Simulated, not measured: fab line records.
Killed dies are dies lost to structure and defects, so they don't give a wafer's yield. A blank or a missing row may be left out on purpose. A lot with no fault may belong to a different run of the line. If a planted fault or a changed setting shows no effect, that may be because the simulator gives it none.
Which tool is to blame? ; flow sky130 ; Sampling: 24 lots, 72 wafers, 6 of 708 route steps

## WHAT EACH GAUGE READ, for each wafer
SKY_LOCAL_INTERCONNECT_RS_MEAS_01: measures by four-point-probe.
lot;measured;on;LOCAL_INTERCONNECT_TIN_RS (ohm/sq)
L074;day 29 01:10;film metro-02;14.11 13.92 14.09
L075;day 29 21:46;film metro-02;14.18 14.09 13.99
L076;day 30 09:56;film metro-01;14.06 13.92 14.11
L077;day 30 15:14;film metro-02;14.34 14.03 13.97
L078;day 30 19:46;film metro-02;13.84 14.10 14.09
L079;day 31 04:38;film metro-02;13.74 13.96 14.10
L080;day 31 10:36;film metro-02;13.90 13.93 13.85
L081;day 31 21:29;film metro-01;14.49 14.05 14.41
L082;day 32 10:25;film metro-01;14.08 14.00 13.92
L083;day 32 16:20;film metro-02;13.93 13.91 13.88
L085;day 33 01:38;film metro-01;13.86 14.03 13.97
L084;day 33 02:49;film metro-04;13.69 14.31 13.98
L086;day 33 11:10;film metro-02;14.14 14.35 14.47
L087;day 33 16:43;film metro-02;14.03 14.12 14.08
L088;day 34 06:11;film metro-02;14.15 13.97 14.01
L089;day 34 19:19;film metro-01;14.00 13.84 13.92
L091;day 34 23:19;film metro-02;14.43 14.48 14.16
L090;day 35 03:29;film metro-02;13.95 14.43 14.30
L092;day 35 07:02;film metro-04;13.99 14.35 13.85
L093;day 35 17:53;film metro-02;13.85 14.05 13.93
L095;day 35 18:58;film metro-01;14.06 14.05 14.06
L094;day 35 20:32;film metro-04;13.63 14.15 13.72
L096;day 36 00:30;film metro-04;13.90 14.14 14.07
L097;day 36 17:22;film metro-01;14.09 13.85 14.31

SKY_LOCAL_INTERCONNECT_CD_MEAS_11: the cd target is 170 nm.
lot;measured;on;cd nm (nm)
L074;day 30 05:00;cd sem-01;168.1 167.3 166.3
L075;day 31 01:56;cd sem-01;169.7 169.3 171.0
L076;day 31 13:31;cd sem-02;169.7 171.8 170.8
L077;day 31 18:58;cd sem-02;167.5 165.9 168.5
L078;day 31 23:17;cd sem-02;171.4 171.1 169.8
L079;day 32 08:14;cd sem-02;173.9 174.6 173.2
L080;day 32 13:49;cd sem-01;170.2 170.2 169.2
L081;day 33 01:05;cd sem-02;169.9 169.5 170.2
L082;day 33 13:36;cd sem-01;171.7 170.5 171.4
L083;day 33 19:13;cd sem-02;171.0 172.1 170.8
L085;day 34 03:24;cd sem-02;169.5 168.8 168.8
L084;day 34 05:10;cd sem-02;167.0 169.3 167.4
L086;day 34 14:04;cd sem-01;168.2 170.7 170.1
L087;day 34 18:44;cd sem-02;168.2 168.1 170.6
L088;day 35 07:47;cd sem-02;168.0 169.3 170.1
L089;day 35 21:26;cd sem-01;172.3 171.1 172.1
L091;day 36 01:13;cd sem-01;168.5 168.6 168.1
L090;day 36 05:58;cd sem-01;168.6 168.8 169.1
L092;day 36 08:45;cd sem-02;170.9 170.0 171.4
L093;day 36 19:41;cd sem-01;169.0 169.7 170.3
L095;day 36 20:39;cd sem-02;170.3 170.1 169.1
L094;day 36 22:01;cd sem-01;169.9 168.2 170.0
L096;day 37 01:43;cd sem-01;168.2 169.1 169.2
L097;day 37 19:12;cd sem-02;170.8 170.7 168.7

SKY_METAL2_THK_MEAS_06: measures by xrf.
lot;measured;on;METAL2_ALCU_THK (nm)
L074;day 33 21:30;film metro-02;246 246 251
L075;day 34 17:25;film metro-02;249 243 248
L076;day 35 03:59;film metro-01;252 250 246
L077;day 35 08:49;film metro-02;244 244 244
L078;day 35 13:09;film metro-04;249 255 258
L079;day 35 21:14;film metro-02;244 245 247
L080;day 36 02:41;film metro-04;254 256 244
L081;day 36 14:31;film metro-01;255 252 250
L082;day 37 01:26;film metro-04;250 246 250
L083;day 37 07:50;film metro-02;249 253 247
L085;day 37 14:25;film metro-02;252 250 251
L084;day 37 17:12;film metro-02;247 248 249
L086;day 38 02:12;film metro-01;249 251 248
L087;day 38 07:38;film metro-02;250 248 247
L088;day 38 18:44;film metro-01;256 248 254
L089;day 39 08:22;film metro-04;245 243 252
L091;day 39 10:46;film metro-02;248 248 252
L090;day 39 16:17;film metro-04;246 246 245
L092;day 39 18:01;film metro-01;253 252 246
L093;day 40 05:36;film metro-01;251 250 245
L095;day 40 06:55;film metro-02;249 246 246
L094;day 40 07:20;film metro-04;249 246 239
L096;day 40 10:58;film metro-01;262 255 251
L097;day 41 03:54;film metro-01;252 261 259

SKY_VIA2_RS_MEAS_22: measures by four-point-probe.
lot;measured;on;VIA2_W_RS (ohm/sq)
L074;day 36 04:29;film metro-04;0.265 0.277 0.266
L075;day 36 23:25;film metro-04;0.274 0.277 0.269
L076;day 37 11:29;film metro-04;0.280 0.275 0.280
L077;day 37 14:37;film metro-04;0.267 0.270 0.280
L078;day 37 19:07;film metro-04;0.276 0.279 0.274
L079;day 38 03:01;film metro-02;0.276 0.275 0.274
L080;day 38 07:45;film metro-04;0.270 0.272 0.274
L081;day 38 20:40;film metro-02;0.267 0.273 0.267
L082;day 39 07:07;film metro-03;0.277 0.274 0.271
L083;day 39 13:15;film metro-02;0.277 0.267 0.277
L085;day 39 19:41;film metro-04;0.275 0.273 0.264
L084;day 39 21:17;film metro-04;0.274 0.270 0.272
L086;day 40 06:32;film metro-03;0.273 0.264 0.265
L087;day 40 11:34;film metro-04;0.280 0.271 0.280
L088;day 40 21:52;film metro-03;0.273 0.267 0.267
L089;day 41 11:02;film metro-02;0.268 0.269 0.273
L091;day 41 13:27;film metro-02;0.273 0.275 0.277
L090;day 41 19:28;film metro-02;0.272 0.271 0.270
L092;day 41 20:04;film metro-02;0.281 0.280 0.268
L093;day 42 07:24;film metro-04;0.264 0.271 0.268
L095;day 42 08:20;film metro-02;0.271 0.273 0.271
L094;day 42 09:37;film metro-03;0.263 0.267 0.279
L096;day 42 12:40;film metro-02;0.276 0.273 0.277
L097;day 43 05:06;film metro-03;0.263 0.275 0.265

SKY_VIA3_THK_MEAS_01.
lot;measured;on;VIA3_HDPCVD_THK (nm)
L074;day 38 10:32;film metro-04;1650 1634 1664
L075;day 39 04:46;film metro-03;1613 1651 1632
L076;day 39 15:11;film metro-01;1635 1648 1647
L077;day 39 19:21;film metro-03;1649 1627 1629
L078;day 39 23:19;film metro-04;1658 1670 1668
L079;day 40 07:46;film metro-03;1663 1672 1672
L080;day 40 12:07;film metro-01;1656 1653 1657
L081;day 40 22:59;film metro-01;1668 1637 1654
L082;day 41 10:45;film metro-03;1661 1665 1673
L083;day 41 16:32;film metro-04;1663 1664 1669
L085;day 41 22:23;film metro-01;1662 1664 1670
L084;day 41 23:32;film metro-04;1675 1674 1689
L086;day 42 08:10;film metro-04;1689 1686 1677
L087;day 42 13:28;film metro-03;1628 1652 1631
L088;day 42 23:53;film metro-03;1675 1709 1695
L089;day 43 12:12;film metro-01;1681 1691 1680
L091;day 43 14:44;film metro-03;1677 1700 1666
L090;day 43 20:55;film metro-04;1659 1668 1653
L092;day 43 21:31;film metro-01;1713 1692 1712
L093;day 44 08:01;film metro-01;1685 1696 1683
L095;day 44 09:16;film metro-03;1676 1700 1699
L094;day 44 10:08;film metro-01;1652 1664 1652
L096;day 44 12:40;film metro-01;1681 1665 1671
L097;day 45 05:40;film metro-01;1663 1673 1683

## TOOL THAT RAN EACH LOT (tool first, then ch and the chambers of the sampled wafers, then the start)
lot;SKY_METAL3_STRIP_19
L074;plasma asher-01 ch 0,1, day 38 09:46
L075;plasma asher-01 ch 0,1, day 39 03:56
L076;plasma asher-02 ch 0,1, day 39 14:24
L077;plasma asher-02 ch 0,1, day 39 18:30
L078;plasma asher-01 ch 1, day 39 22:34
L079;plasma asher-02 ch 0,1, day 40 07:01
L080;plasma asher-01 ch 0,1, day 40 11:23
L081;plasma asher-03 ch 0,1, day 40 22:11
L082;plasma asher-02 ch 0,1, day 41 09:56
L083;plasma asher-01 ch 0,1, day 41 15:47
L085;plasma asher-03 ch 0,1, day 41 21:39
L084;plasma asher-01 ch 0,1, day 41 22:48
L086;plasma asher-03 ch 0,1, day 42 07:25
L087;plasma asher-02 ch 0,1, day 42 12:42
L088;plasma asher-02 ch 0,1, day 42 23:07
L089;plasma asher-03 ch 0,1, day 43 11:26
L091;plasma asher-01 ch 0,1, day 43 13:59
L090;plasma asher-01 ch 0,1, day 43 20:09
L092;plasma asher-03 ch 0,1, day 43 20:43
L093;plasma asher-02 ch 0,1, day 44 07:15
L095;plasma asher-02 ch 0,1, day 44 08:28
L094;plasma asher-01 ch 0,1, day 44 09:20
L096;plasma asher-03 ch 0,1, day 44 11:56
L097;plasma asher-02 ch 0,1, day 45 04:53
- SKY_METAL3_STRIP_19: strips in O2/N2.

## WHAT THE TOOLS THEMSELVES READ (means of the sampled wafers that have a number; where no wafer has one, the mark that the record gives instead)
SKY_METAL3_STRIP_19.
lot;tool;chamber pressure mTorr (mTorr);drypump motor current A (A);n2 flow sccm (sccm);oes product au (a.u.);strip time to endpoint s (s)
L074;plasma asher-01;1499.9;5.53;299.7;0.501;6.48
L075;plasma asher-01;1500.8;5.50;299.6;0.503;6.49
L076;plasma asher-02;1499.5;5.41;299.7;0.513;6.64
L077;plasma asher-02;1500.3;5.41;299.4;0.499;6.44
L078;plasma asher-01;1501.3;5.45;301.0;0.496;6.43
L079;plasma asher-02;1499.9;5.60;299.8;0.502;6.55
L080;plasma asher-01;1499.1;5.48;300.6;0.506;6.69
L081;plasma asher-03;1499.9;5.60;301.1;0.506;6.55
L082;plasma asher-02;1500.8;5.42;298.6;0.502;6.45
L083;plasma asher-01;1499.3;5.48;299.9;0.503;6.42
L085;plasma asher-03;1499.1;5.61;300.3;0.503;6.59
L084;plasma asher-01;1500.4;5.48;299.6;0.499;6.49
L086;plasma asher-03;1500.5;5.45;299.6;0.505;6.65
L087;plasma asher-02;1500.1;5.60;300.9;0.497;6.46
L088;plasma asher-02;1498.6;5.58;300.0;0.501;6.50
L089;plasma asher-03;1500.3;5.59;299.2;0.498;6.49
L091;plasma asher-01;1500.9;5.51;299.3;0.498;6.46
L090;plasma asher-01;1501.2;5.53;300.1;0.501;6.46
L092;plasma asher-03;1500.4;5.43;300.5;0.502;6.58
L093;plasma asher-02;1500.4;5.41;300.4;0.501;6.61
L095;plasma asher-02;1499.1;5.58;301.2;0.503;6.52
L094;plasma asher-01;1500.1;5.54;299.5;0.505;6.55
L096;plasma asher-03;1500.0;5.61;300.2;0.508;6.59
L097;plasma asher-02;1501.5;5.59;299.4;0.492;6.44

## THE ANSWER, worked out from the rows above alone
Rule: the lots themselves supply what counts as usual. Put in order of their means at a reading, lots are off if they are a third of the lots or fewer, leave a main group of 4 or more, and stand apart from it by a gap of 3 or more times the standard deviation of the main group's means; of several such gaps the widest counts. Not used: any main group whose means are identical at the precision the tables above print for the reading. Also off: a lot with no number at a reading for which 4 or more lots have one. The other lots that the step has rows for count as sound. First the gauges in route order, then the tools' own readings, where a lot's mean is used as printed above. At the first step where some lot is off, the reading lying furthest off is the one used; lots without a number count as furthest.
No lot is off at any reading shown: from this, nothing can be told.

## WHAT HAD BEEN PUT IN BY THE SIMULATOR
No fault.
